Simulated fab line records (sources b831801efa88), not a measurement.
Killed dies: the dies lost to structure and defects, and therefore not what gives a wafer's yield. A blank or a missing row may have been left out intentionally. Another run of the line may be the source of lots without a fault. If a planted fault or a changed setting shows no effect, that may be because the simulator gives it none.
A lot that was struck, set against a sound lot | flow sky130 | 37 out of 708 route steps
Sound: wafers L886.2, L886.4, L886.5. Wafers L899.1, L899.3, L899.5 were the ones struck. The cause comes at the end.
For every step that has rows: the tool of each side, followed by ch and its chambers, followed by its first start. Under that, the readings that differ: sound wafers | struck wafers | difference of the means | sigmas: that difference in standard deviations of wafers without a fault.
alike: readings with means less than 2 such deviations apart, plus words and numbers identical on both sides. not compared: withheld readings, readings lacking a value on some wafer, bounds such as >300 that could conceal the same value, and numbers that have no deviation in the record and whose values overlap.
The two part at a step that has a row with sigmas, a row that says differs or no value, or rows on one side only. Numbers that don't overlap but have no deviation are shown without sigmas and don't part them. Lack of a reading on every wafer of one side parts them only where that side has two or more wafers.

first, 10 steps without rows for these wafers: SKY_LDD_LDN_SOFTBAKE_03 (time 60 s); SKY_LDD_LDN_EXPOSE_04 (exposes mask LDNTM, target cd 700 nm); SKY_LDD_LDN_PEB_05; SKY_LDD_LDN_DEVELOP_06 (develop time 60 s); SKY_LDD_LDN_IMPLANT_08; SKY_LDD_LDN_IMPLANT_09; SKY_LDD_LDN_IMPLANT_10; SKY_LDD_LDN_IMPLANT_11; SKY_LDD_LDN_STRIP_12 (strips in O2/N2); SKY_LDD_LDN_CLEAN_14 (cleans in SC1/SC2, time 150 s).
SKY_SPACER_CVD_00: deposits Si3N4 from DCS/NH3, target thk 43.1 nm, time 740 s.
  sound on lpcvd-02 ch 1, day 25 01:15; struck on lpcvd-02 ch 1, day 29 11:50
reading                                 | sound             | struck            | difference | sigmas
spikeTcLowerC (C)                       | 771.1 772.2 768.2 | 808.9 809.2 809.2 | +38.6      | +40
zonePowerBottomPct (%)                  | 20.3 20.3 20.5    | 16.0 16.1 15.9    | -4.4       | -6
zonePowerCentrePct (%)                  | 13.7 13.4 13.6    | 8.7 8.4 8.4       | -5.1       | -15
zonePowerLowerPct (%)                   | 11.72 11.70 11.71 | 22.07 22.17 22.01 | +10.37     | +69
model.Si3N4_of_SPACER_CVD_00.thkNm (nm) | 43.29 42.93 43.02 | 53.61 48.69 45.64 | +6.23      | 
SKY_SPACER_THK_MEAS_01:
  sound: filmMetro-04 at day 25 02:28; struck: filmMetro-04 at day 29 13:02
reading                | sound          | struck         | difference | sigmas
SPACER_CVD_00_THK (nm) | 43.3 42.9 43.0 | 53.7 48.7 45.6 | +6.3       | +13
SKY_SPACER_ETCHBACK_02: etches Si3N4 in CH3F/O2, stops on SiO2, time 46.7 s, target depth 45 nm.
  sound on rieDiel-03 ch 0,3, day 25 02:31; struck on rieDiel-03 ch 1,2, day 29 13:06
reading                 | sound             | struck            | difference | sigmas
oesProductAu (a.u.)     | 0.855 0.852 0.861 | 0.971 0.916 0.873 | +0.064     | +9
model.etch.depthNm (nm) | 43.29 42.93 43.02 | 53.61 48.69 45.64 | +6.23      | 
  alike: biasW, drypumpMotorCurrentA, throttleValvePct
  not compared: rfHoursCounterH
then, 22 steps without rows for these wafers: SKY_POLY_CUT_DEHYDRATE_00 (time 60 s); SKY_POLY_CUT_HMDS_01 (prime time 60 s); SKY_POLY_CUT_COAT_02 (resist thk 60 nm); SKY_POLY_CUT_COAT_03 (resist thk 450 nm); SKY_POLY_CUT_SOFTBAKE_04 (time 90 s); SKY_POLY_CUT_EXPOSE_05 (exposes mask NPCM, target cd 270 nm); SKY_POLY_CUT_PEB_06; SKY_POLY_CUT_DEVELOP_07 (develop time 60 s); SKY_POLY_CUT_ETCH_10 (etches BARC in N2/H2, stops on SiO2, time 45.9 s, target depth 60 nm); SKY_POLY_CUT_ETCH_11 (etches Si3N4 in CF4/CH2F2/Ar, stops on poly-Si, time 41.61 s, target depth 60 nm); SKY_POLY_CUT_STRIP_12 (strips in O2/N2); SKY_SD_P_DEHYDRATE_00 (time 60 s); SKY_SD_P_HMDS_01 (prime time 60 s); SKY_SD_P_COAT_02 (resist thk 1140 nm); SKY_SD_P_SOFTBAKE_03 (time 60 s); SKY_SD_P_EXPOSE_04 (exposes mask PSDM, target cd 380 nm); SKY_SD_P_PEB_05; SKY_SD_P_DEVELOP_06 (develop time 60 s); SKY_SD_P_IMPLANT_09; SKY_SD_P_STRIP_10 (strips in O2/N2); SKY_RES_XHIGH_DEHYDRATE_00 (time 60 s); SKY_RES_XHIGH_HMDS_01 (prime time 60 s).
-- the record jumps here: 5 days lie between the struck wafers' starts before and after (it left off in module RES_XHIGH and takes up again in module SALICIDE, whose first step shown is number 361 of the route) --
SKY_SALICIDE_CLEAN_00: cleans in HF-last, time 30 s.
  sound on wetBench-03 ch 0, day 29 23:47; struck on wetBench-04 ch 2, day 34 05:11
reading                                 | sound            | struck           | difference | sigmas
model.Si3N4_of_SPACER_CVD_00.thkNm (nm) | 42.3 41.94 42.03 | 52.61 47.7 44.65 | +6.23      | 
-- the record jumps here: 16 days lie between the struck wafers' starts before and after (it left off in module SALICIDE and takes up again in module PAD_OPEN, whose first step shown is number 708 of the route) --
SKY_PAD_OPEN_PROBE_99:
  sound: prober-01 at day 47 04:17; struck: prober-02 at day 50 02:05
reading                             | sound             | struck            | difference | sigmas
model.etest.nfetG5v0d10v5.rOnOhmUm  | 1835 1820 1830    | 1882 1878 1866    | +47        | 
model.etest.sonosUncharged.rOnOhmUm | 797.4 803.5 795.3 | 863.2 839.3 821.8 | +42.7      | 
  alike: killed_at_M0_to_M3, killed_at_M4_up, killedAtContacts, killedAtFrontEnd, killedAtOther, killedDies, killedOnRim, killedOpen, killedShort
  not compared: model.etest.pfet_01v8.rOnOhmUm, model.etest.pfet_01v8.driveUaUm, model.etest.pfet_01v8_hvt.driveUaUm, model.etest.sramPfetLatch.driveUaUm, model.etest.pfet_01v8_mvt.driveUaUm, model.etest.pfet_01v8_lvt.driveUaUm

## WHERE THEY PART
Last at SKY_SPACER_ETCHBACK_02 as far as this record goes, first at SKY_SPACER_CVD_00. Later steps at which nothing parts them and some readings are alike: SKY_PAD_OPEN_PROBE_99.

WHY: the cause the simulator had injected
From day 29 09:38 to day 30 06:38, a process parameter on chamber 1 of lpcvd-02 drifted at SKY_SPACER_CVD_00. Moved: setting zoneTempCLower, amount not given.
